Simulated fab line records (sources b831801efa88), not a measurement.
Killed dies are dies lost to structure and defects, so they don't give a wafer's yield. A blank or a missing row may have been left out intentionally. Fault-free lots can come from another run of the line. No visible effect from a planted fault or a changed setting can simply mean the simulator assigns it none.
fab line records / flow sky130
record lots=9 wafers=27 last_day=47
route steps=708 shown NWELL@63 VT_ADJUST_HVTR@140 SD_N@349 LI_CONTACT@386
lots that met no fault: taken from a fault-free run of the same line
start_h: hours from the record's opening day to when the first of the lot's shown wafers began / wait_h: hours from the lot's prior step to this one / " as in the row above / L1.1+2: one row covering several wafers at once / - no value, or no start given / * or withheld: withheld / < > ~ a bound
route shown NAME@n: a module of which the file shows steps, and the number in the route of the first / usual: the fault-free wafers' mean and standard deviation / same: alike in all rows / chamber/n: place in a boat / sites: each site's reading / _std_site: standard deviation across them / _edge_site: mean of outer sites minus mean of inner sites / radius_mm: for every site, how far away it sits from the centre of the wafer / mask NAME#n: copy n / behind: the tool/chamber that last shaped the wafer / hold: what put the lot on hold/how long, in hours/how the hold closed / device: whichever transistor did not switch (one of n, p or np) / end of line: the tests these same wafers got at the end of their route / a step with no rows: only its recipe / killed: not the wafer's yield, but the dies lost to structure and defects at the first sort / map: dies across one wafer; x = killed, . = not, _ = none there
set.NAME: the setting as run; set.NAME@STEP: as run at that earlier step / model.NAME: the simulator's own value behind a step, which no gauge read
a sample of lots followed through the steps of the route, with each step as a table and each wafer as a row
services: from which hour (start_h, from the record's first day; less than 0 if before it) a tool's chamber was out of use, for how many hours, and why
## steps
# step SKY_NWELL_OVL_MEAS_10
# usual NWELL_00_OVL=-0.9/1.5
lot.wafer=L299.1 tool=overlay-02 chamber=- start_h=88.17 wait_h=- NWELL_00_OVL[nm]=-0.9
lot.wafer=L299.4 tool=overlay-02 chamber=- start_h=88.17 wait_h=- NWELL_00_OVL[nm]=0.4
lot.wafer=L299.6 tool=overlay-02 chamber=- start_h=88.17 wait_h=- NWELL_00_OVL[nm]=1.4
lot.wafer=L300.4 tool=overlay-01 chamber=- start_h=92.32 wait_h=- NWELL_00_OVL[nm]=-3.4
lot.wafer=L300.5 tool=overlay-01 chamber=- start_h=92.32 wait_h=- NWELL_00_OVL[nm]=0.0
lot.wafer=L300.6 tool=overlay-01 chamber=- start_h=92.32 wait_h=- NWELL_00_OVL[nm]=-1.5
lot.wafer=L301.1 tool=overlay-02 chamber=- start_h=97.85 wait_h=- NWELL_00_OVL[nm]=-0.3
lot.wafer=L301.4 tool=overlay-02 chamber=- start_h=97.85 wait_h=- NWELL_00_OVL[nm]=0.3
lot.wafer=L301.6 tool=overlay-02 chamber=- start_h=97.85 wait_h=- NWELL_00_OVL[nm]=0.4
lot.wafer=L302.2 tool=overlay-02 chamber=- start_h=104.00 wait_h=- NWELL_00_OVL[nm]=-2.4
lot.wafer=L302.3 tool=overlay-02 chamber=- start_h=104.00 wait_h=- NWELL_00_OVL[nm]=-0.7
lot.wafer=L302.5 tool=overlay-02 chamber=- start_h=104.00 wait_h=- NWELL_00_OVL[nm]=-1.3
lot.wafer=L303.2 tool=overlay-01 chamber=- start_h=110.34 wait_h=- NWELL_00_OVL[nm]=-0.8
lot.wafer=L303.5 tool=overlay-01 chamber=- start_h=110.34 wait_h=- NWELL_00_OVL[nm]=-0.3
lot.wafer=L303.6 tool=overlay-01 chamber=- start_h=110.34 wait_h=- NWELL_00_OVL[nm]=-0.5
lot.wafer=L306.1 tool=overlay-02 chamber=- start_h=127.30 wait_h=- NWELL_00_OVL[nm]=-0.6
lot.wafer=L306.2 tool=overlay-02 chamber=- start_h=127.30 wait_h=- NWELL_00_OVL[nm]=-0.1
lot.wafer=L306.6 tool=overlay-02 chamber=- start_h=127.30 wait_h=- NWELL_00_OVL[nm]=-0.7
lot.wafer=L307.1 tool=overlay-02 chamber=- start_h=134.25 wait_h=- NWELL_00_OVL[nm]=1.0
lot.wafer=L307.2 tool=overlay-02 chamber=- start_h=134.25 wait_h=- NWELL_00_OVL[nm]=2.9
lot.wafer=L307.4 tool=overlay-02 chamber=- start_h=134.25 wait_h=- NWELL_00_OVL[nm]=1.0
lot.wafer=L308.2 tool=overlay-02 chamber=- start_h=137.62 wait_h=- NWELL_00_OVL[nm]=-1.1
lot.wafer=L308.3 tool=overlay-02 chamber=- start_h=137.62 wait_h=- NWELL_00_OVL[nm]=-1.6
lot.wafer=L308.6 tool=overlay-02 chamber=- start_h=137.62 wait_h=- NWELL_00_OVL[nm]=-1.4
lot.wafer=L309.2 tool=overlay-02 chamber=- start_h=143.87 wait_h=- NWELL_00_OVL[nm]=0.3
lot.wafer=L309.3 tool=overlay-02 chamber=- start_h=143.87 wait_h=- NWELL_00_OVL[nm]=-1.7
lot.wafer=L309.4 tool=overlay-02 chamber=- start_h=143.87 wait_h=- NWELL_00_OVL[nm]=1.3
# step SKY_VT_ADJUST_HVTR_IMPLANT_09
# recipe species=B energy_kev=10 dose_cm2=2.1e+12 tilt_deg=withheld
# usual implant_ion_amu=11/0
lot.wafer=L299.1 tool=implanter-03 chamber=0 start_h=207.50 wait_h=0.0 implant_ion_amu=11
lot.wafer=L299.4 tool=implanter-03 chamber=0 start_h=207.50 wait_h=0.0 implant_ion_amu=11
lot.wafer=L299.6 tool=implanter-03 chamber=0 start_h=207.50 wait_h=0.0 implant_ion_amu=11
lot.wafer=L300.4 tool=implanter-02 chamber=0 start_h=212.15 wait_h=0.1 implant_ion_amu=11
lot.wafer=L300.5 tool=implanter-02 chamber=0 start_h=212.15 wait_h=0.1 implant_ion_amu=11
lot.wafer=L300.6 tool=implanter-02 chamber=0 start_h=212.15 wait_h=0.1 implant_ion_amu=11
lot.wafer=L301.1 tool=implanter-03 chamber=0 start_h=220.80 wait_h=0.0 implant_ion_amu=11
lot.wafer=L301.4 tool=implanter-03 chamber=0 start_h=220.80 wait_h=0.0 implant_ion_amu=11
lot.wafer=L301.6 tool=implanter-03 chamber=0 start_h=220.80 wait_h=0.0 implant_ion_amu=11
lot.wafer=L302.2 tool=implanter-02 chamber=0 start_h=228.03 wait_h=0.0 implant_ion_amu=11
lot.wafer=L302.3 tool=implanter-02 chamber=0 start_h=228.03 wait_h=0.0 implant_ion_amu=11
lot.wafer=L302.5 tool=implanter-02 chamber=0 start_h=228.03 wait_h=0.0 implant_ion_amu=11
lot.wafer=L303.2 tool=implanter-01 chamber=0 start_h=235.38 wait_h=0.0 implant_ion_amu=11
lot.wafer=L303.5 tool=implanter-01 chamber=0 start_h=235.38 wait_h=0.0 implant_ion_amu=11
lot.wafer=L303.6 tool=implanter-01 chamber=0 start_h=235.38 wait_h=0.0 implant_ion_amu=11
lot.wafer=L306.1 tool=implanter-02 chamber=0 start_h=257.62 wait_h=0.0 implant_ion_amu=49
lot.wafer=L306.2 tool=implanter-02 chamber=0 start_h=257.62 wait_h=0.0 implant_ion_amu=49
lot.wafer=L306.6 tool=implanter-02 chamber=0 start_h=257.62 wait_h=0.0 implant_ion_amu=49
lot.wafer=L307.1 tool=implanter-01 chamber=0 start_h=270.00 wait_h=0.0 implant_ion_amu=49
lot.wafer=L307.2 tool=implanter-01 chamber=0 start_h=270.00 wait_h=0.0 implant_ion_amu=49
lot.wafer=L307.4 tool=implanter-01 chamber=0 start_h=270.00 wait_h=0.0 implant_ion_amu=49
lot.wafer=L308.2 tool=implanter-03 chamber=0 start_h=270.60 wait_h=0.0 implant_ion_amu=49
lot.wafer=L308.3 tool=implanter-03 chamber=0 start_h=270.60 wait_h=0.0 implant_ion_amu=49
lot.wafer=L308.6 tool=implanter-03 chamber=0 start_h=270.60 wait_h=0.0 implant_ion_amu=49
lot.wafer=L309.2 tool=implanter-01 chamber=0 start_h=279.35 wait_h=0.0 implant_ion_amu=49
lot.wafer=L309.3 tool=implanter-01 chamber=0 start_h=279.35 wait_h=0.0 implant_ion_amu=49
lot.wafer=L309.4 tool=implanter-01 chamber=0 start_h=279.35 wait_h=0.0 implant_ion_amu=49
# step SKY_VT_ADJUST_HVTR_TW_MEAS_11
# usual VT_ADJUST_HVTR_TW=209.8/1.7
lot.wafer=L299.1 tool=film_metro-04 chamber=- start_h=207.75 wait_h=0.1 hold=- VT_ADJUST_HVTR_TW=208.5
lot.wafer=L299.4 tool=film_metro-04 chamber=- start_h=207.75 wait_h=0.1 hold=- VT_ADJUST_HVTR_TW=207.7
lot.wafer=L299.6 tool=film_metro-04 chamber=- start_h=207.75 wait_h=0.1 hold=- VT_ADJUST_HVTR_TW=207.8
lot.wafer=L300.4 tool=film_metro-02 chamber=- start_h=212.35 wait_h=0.1 hold=- VT_ADJUST_HVTR_TW=211.2
lot.wafer=L300.5 tool=film_metro-02 chamber=- start_h=212.35 wait_h=0.1 hold=- VT_ADJUST_HVTR_TW=211.2
lot.wafer=L300.6 tool=film_metro-02 chamber=- start_h=212.35 wait_h=0.1 hold=- VT_ADJUST_HVTR_TW=213.0
lot.wafer=L301.1 tool=film_metro-03 chamber=- start_h=221.05 wait_h=0.1 hold=- VT_ADJUST_HVTR_TW=207.8
lot.wafer=L301.4 tool=film_metro-03 chamber=- start_h=221.05 wait_h=0.1 hold=- VT_ADJUST_HVTR_TW=207.8
lot.wafer=L301.6 tool=film_metro-03 chamber=- start_h=221.05 wait_h=0.1 hold=- VT_ADJUST_HVTR_TW=207.2
lot.wafer=L302.2 tool=film_metro-02 chamber=- start_h=228.26 wait_h=0.1 hold=- VT_ADJUST_HVTR_TW=210.0
lot.wafer=L302.3 tool=film_metro-02 chamber=- start_h=228.26 wait_h=0.1 hold=- VT_ADJUST_HVTR_TW=210.8
lot.wafer=L302.5 tool=film_metro-02 chamber=- start_h=228.26 wait_h=0.1 hold=- VT_ADJUST_HVTR_TW=210.5
lot.wafer=L303.2 tool=film_metro-03 chamber=- start_h=235.61 wait_h=0.1 hold=- VT_ADJUST_HVTR_TW=207.3
lot.wafer=L303.5 tool=film_metro-03 chamber=- start_h=235.61 wait_h=0.1 hold=- VT_ADJUST_HVTR_TW=207.9
lot.wafer=L303.6 tool=film_metro-03 chamber=- start_h=235.61 wait_h=0.1 hold=- VT_ADJUST_HVTR_TW=208.2
lot.wafer=L306.1 tool=film_metro-04 chamber=- start_h=257.87 wait_h=0.1 hold=await_dispo/0.2h/release VT_ADJUST_HVTR_TW=303.3
lot.wafer=L306.2 tool=film_metro-04 chamber=- start_h=257.87 wait_h=0.1 hold=await_dispo/0.2h/release VT_ADJUST_HVTR_TW=303.5
lot.wafer=L306.6 tool=film_metro-04 chamber=- start_h=257.87 wait_h=0.1 hold=await_dispo/0.2h/release VT_ADJUST_HVTR_TW=304.6
lot.wafer=L306.1 tool=film_metro-04 chamber=- start_h=258.10 wait_h=0.2 hold=- VT_ADJUST_HVTR_TW=305.8
lot.wafer=L306.2 tool=film_metro-04 chamber=- start_h=258.10 wait_h=0.2 hold=- VT_ADJUST_HVTR_TW=303.7
lot.wafer=L306.6 tool=film_metro-04 chamber=- start_h=258.10 wait_h=0.2 hold=- VT_ADJUST_HVTR_TW=306.5
lot.wafer=L307.1 tool=film_metro-04 chamber=- start_h=270.25 wait_h=0.1 hold=await_dispo/0.2h/release VT_ADJUST_HVTR_TW=303.1
lot.wafer=L307.2 tool=film_metro-04 chamber=- start_h=270.25 wait_h=0.1 hold=await_dispo/0.2h/release VT_ADJUST_HVTR_TW=301.9
lot.wafer=L307.4 tool=film_metro-04 chamber=- start_h=270.25 wait_h=0.1 hold=await_dispo/0.2h/release VT_ADJUST_HVTR_TW=302.7
lot.wafer=L307.1 tool=film_metro-04 chamber=- start_h=270.48 wait_h=0.2 hold=- VT_ADJUST_HVTR_TW=303.4
lot.wafer=L307.2 tool=film_metro-04 chamber=- start_h=270.48 wait_h=0.2 hold=- VT_ADJUST_HVTR_TW=301.9
lot.wafer=L307.4 tool=film_metro-04 chamber=- start_h=270.48 wait_h=0.2 hold=- VT_ADJUST_HVTR_TW=302.9
lot.wafer=L308.2 tool=film_metro-04 chamber=- start_h=270.83 wait_h=0.1 hold=await_dispo/0.2h/release VT_ADJUST_HVTR_TW=300.7
lot.wafer=L308.3 tool=film_metro-04 chamber=- start_h=270.83 wait_h=0.1 hold=await_dispo/0.2h/release VT_ADJUST_HVTR_TW=302.2
lot.wafer=L308.6 tool=film_metro-04 chamber=- start_h=270.83 wait_h=0.1 hold=await_dispo/0.2h/release VT_ADJUST_HVTR_TW=301.6
lot.wafer=L308.2 tool=film_metro-04 chamber=- start_h=271.06 wait_h=0.2 hold=- VT_ADJUST_HVTR_TW=303.2
lot.wafer=L308.3 tool=film_metro-04 chamber=- start_h=271.06 wait_h=0.2 hold=- VT_ADJUST_HVTR_TW=304.4
lot.wafer=L308.6 tool=film_metro-04 chamber=- start_h=271.06 wait_h=0.2 hold=- VT_ADJUST_HVTR_TW=302.7
lot.wafer=L309.2 tool=film_metro-03 chamber=- start_h=279.58 wait_h=0.1 hold=await_dispo/0.2h/release VT_ADJUST_HVTR_TW=300.8
lot.wafer=L309.3 tool=film_metro-03 chamber=- start_h=279.58 wait_h=0.1 hold=await_dispo/0.2h/release VT_ADJUST_HVTR_TW=302.3
lot.wafer=L309.4 tool=film_metro-03 chamber=- start_h=279.58 wait_h=0.1 hold=await_dispo/0.2h/release VT_ADJUST_HVTR_TW=300.2
lot.wafer=L309.2 tool=film_metro-03 chamber=- start_h=279.81 wait_h=0.2 hold=- VT_ADJUST_HVTR_TW=301.7
lot.wafer=L309.3 tool=film_metro-03 chamber=- start_h=279.81 wait_h=0.2 hold=- VT_ADJUST_HVTR_TW=301.9
lot.wafer=L309.4 tool=film_metro-03 chamber=- start_h=279.81 wait_h=0.2 hold=- VT_ADJUST_HVTR_TW=301.1
# step SKY_SD_N_CD_MEAS_07
# recipe target_cd_nm=380
# usual cd_nm=379.9/2.5
lot.wafer=L299.1 tool=cd_sem-01 chamber=- start_h=653.70 wait_h=0.1 cd_nm=380.0
lot.wafer=L299.4 tool=cd_sem-01 chamber=- start_h=653.70 wait_h=0.1 cd_nm=380.5
lot.wafer=L299.6 tool=cd_sem-01 chamber=- start_h=653.70 wait_h=0.1 cd_nm=379.7
lot.wafer=L300.4 tool=cd_sem-01 chamber=- start_h=661.21 wait_h=0.1 cd_nm=380.3
lot.wafer=L300.5 tool=cd_sem-01 chamber=- start_h=661.21 wait_h=0.1 cd_nm=379.0
lot.wafer=L300.6 tool=cd_sem-01 chamber=- start_h=661.21 wait_h=0.1 cd_nm=380.1
lot.wafer=L301.1 tool=cd_sem-01 chamber=- start_h=664.20 wait_h=0.1 cd_nm=376.9
lot.wafer=L301.4 tool=cd_sem-01 chamber=- start_h=664.20 wait_h=0.1 cd_nm=376.5
lot.wafer=L301.6 tool=cd_sem-01 chamber=- start_h=664.20 wait_h=0.1 cd_nm=377.2
lot.wafer=L302.2 tool=cd_sem-01 chamber=- start_h=675.37 wait_h=0.1 cd_nm=379.0
lot.wafer=L302.3 tool=cd_sem-01 chamber=- start_h=675.37 wait_h=0.1 cd_nm=378.1
lot.wafer=L302.5 tool=cd_sem-01 chamber=- start_h=675.37 wait_h=0.1 cd_nm=379.3
lot.wafer=L303.2 tool=cd_sem-01 chamber=- start_h=691.00 wait_h=0.1 cd_nm=379.7
lot.wafer=L303.5 tool=cd_sem-01 chamber=- start_h=691.00 wait_h=0.1 cd_nm=381.9
lot.wafer=L303.6 tool=cd_sem-01 chamber=- start_h=691.00 wait_h=0.1 cd_nm=381.8
# step SKY_LI_CONTACT_CMP_24
# recipe stop_on=PSG t_overpolish_s=20 down_force_psi=3.5 platen_rpm=60 target_thk_nm=0 pad_velocity_m_s=0.94248
# usual motor_current_A=11.8/1 overpolish_run_s=19.999/0.009 platen_rpm=60.00/0.04 time_to_endpoint_s=91/3.5
lot.wafer=L299.1 tool=cmp-01 chamber=1 start_h=685.22 wait_h=0.1 motor_current_A=13.2 overpolish_run_s=19.997 platen_rpm=59.96 time_to_endpoint_s=98
lot.wafer=L299.4 tool=cmp-01 chamber=0 start_h=685.22 wait_h=0.1 motor_current_A=12.8 overpolish_run_s=19.980 platen_rpm=60.00 time_to_endpoint_s=93
lot.wafer=L299.6 tool=cmp-01 chamber=2 start_h=685.22 wait_h=0.1 motor_current_A=11.1 overpolish_run_s=19.997 platen_rpm=59.98 time_to_endpoint_s=95
lot.wafer=L300.4 tool=cmp-01 chamber=3 start_h=691.42 wait_h=0.1 motor_current_A=11.5 overpolish_run_s=19.997 platen_rpm=59.98 time_to_endpoint_s=93
lot.wafer=L300.6 tool=cmp-01 chamber=2 start_h=691.42 wait_h=0.1 motor_current_A=11.3 overpolish_run_s=20.016 platen_rpm=60.01 time_to_endpoint_s=96
lot.wafer=L300.5 tool=cmp-01 chamber=3 start_h=691.42 wait_h=0.1 motor_current_A=11.8 overpolish_run_s=19.989 platen_rpm=60.01 time_to_endpoint_s=98
lot.wafer=L301.1 tool=cmp-02 chamber=3 start_h=696.08 wait_h=0.1 motor_current_A=13.1 overpolish_run_s=19.988 platen_rpm=60.00 time_to_endpoint_s=98
lot.wafer=L301.4 tool=cmp-02 chamber=0 start_h=696.08 wait_h=0.1 motor_current_A=11.6 overpolish_run_s=20.000 platen_rpm=59.97 time_to_endpoint_s=101
lot.wafer=L301.6 tool=cmp-02 chamber=3 start_h=696.08 wait_h=0.1 motor_current_A=12.6 overpolish_run_s=20.001 platen_rpm=60.03 time_to_endpoint_s=95
lot.wafer=L302.3 tool=cmp-02 chamber=3 start_h=706.46 wait_h=0.0 motor_current_A=12.8 overpolish_run_s=19.994 platen_rpm=59.97 time_to_endpoint_s=91
lot.wafer=L302.2 tool=cmp-02 chamber=2 start_h=706.46 wait_h=0.0 motor_current_A=10.8 overpolish_run_s=19.990 platen_rpm=60.03 time_to_endpoint_s=96
lot.wafer=L302.5 tool=cmp-02 chamber=3 start_h=706.46 wait_h=0.0 motor_current_A=13.1 overpolish_run_s=19.981 platen_rpm=60.06 time_to_endpoint_s=91
lot.wafer=L303.2 tool=cmp-02 chamber=3 start_h=721.77 wait_h=0.1 motor_current_A=12.3 overpolish_run_s=20.016 platen_rpm=60.02 time_to_endpoint_s=88
lot.wafer=L303.5 tool=cmp-02 chamber=2 start_h=721.77 wait_h=0.1 motor_current_A=9.9 overpolish_run_s=20.019 platen_rpm=60.05 time_to_endpoint_s=92
lot.wafer=L303.6 tool=cmp-02 chamber=3 start_h=721.77 wait_h=0.1 motor_current_A=12.5 overpolish_run_s=20.009 platen_rpm=59.96 time_to_endpoint_s=89
## services
tool=implanter-03 chamber=- start_h=185.34 hours=0.8 kind=repair
tool=implanter-03 chamber=- start_h=191.56 hours=2.5 kind=pm
tool=cmp-02 chamber=- start_h=239.34 hours=2.4 kind=repair
tool=cmp-02 chamber=- start_h=252.05 hours=5.3 kind=pm
tool=cmp-02 chamber=- start_h=299.19 hours=5.6 kind=pm
tool=cmp-02 chamber=- start_h=307.79 hours=1.5 kind=repair
tool=cmp-02 chamber=- start_h=309.79 hours=6.1 kind=repair
tool=cmp-02 chamber=- start_h=347.09 hours=1.5 kind=repair
tool=cmp-02 chamber=- start_h=403.77 hours=2.2 kind=repair
tool=cmp-02 chamber=- start_h=405.98 hours=4.0 kind=pm
tool=implanter-01 chamber=- start_h=414.37 hours=4.4 kind=repair
tool=implanter-02 chamber=- start_h=459.35 hours=8.1 kind=repair
tool=implanter-02 chamber=- start_h=489.14 hours=2.7 kind=repair
tool=implanter-03 chamber=- start_h=494.49 hours=1.8 kind=repair
tool=implanter-02 chamber=- start_h=516.80 hours=12.4 kind=repair
tool=implanter-02 chamber=- start_h=529.17 hours=2.2 kind=pm
tool=cmp-02 chamber=- start_h=535.42 hours=1.4 kind=repair
tool=implanter-03 chamber=- start_h=541.24 hours=30.4 kind=repair
tool=implanter-01 chamber=- start_h=596.49 hours=1.7 kind=repair
tool=implanter-01 chamber=- start_h=608.08 hours=3.3 kind=pm
tool=implanter-02 chamber=- start_h=631.19 hours=3.8 kind=repair
tool=cmp-02 chamber=- start_h=633.82 hours=2.6 kind=repair
tool=cmp-02 chamber=- start_h=648.18 hours=2.4 kind=repair
tool=cmp-02 chamber=- start_h=668.19 hours=3.7 kind=pm
## key
first_sign step=SKY_VT_ADJUST_HVTR_IMPLANT_09 reading=implant_ion_amu direction=up sigmas=99+ usual=11 struck=49
effect step=SKY_VT_ADJUST_HVTR_TW_MEAS_11 reading=visit direction=added
effect step=SKY_VT_ADJUST_HVTR_TW_MEAS_11 reading=VT_ADJUST_HVTR_TW direction=up sigmas=56 usual=209.8 struck=302.3
met_at SKY_VT_ADJUST_HVTR_IMPLANT_09
struck_lots L306,L307,L308,L309
scrapped_behind SKY_VT_ADJUST_HVTR_TW_MEAS_11 L306.1,L306.2,L306.6,L307.1,L307.2,L307.4,L308.2,L308.3,L308.6,L309.2,L309.3,L309.4
not_acting_at SKY_NWELL_OVL_MEAS_10,SKY_SD_N_CD_MEAS_07,SKY_LI_CONTACT_CMP_24
onset_between 235.38 257.62
fault kind=wrong_recipe_download tool=implanter-01,implanter-02,implanter-03 chamber=- onset_h=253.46 steps=SKY_VT_ADJUST_HVTR_IMPLANT_09 wrong_recipe.not_listed=1
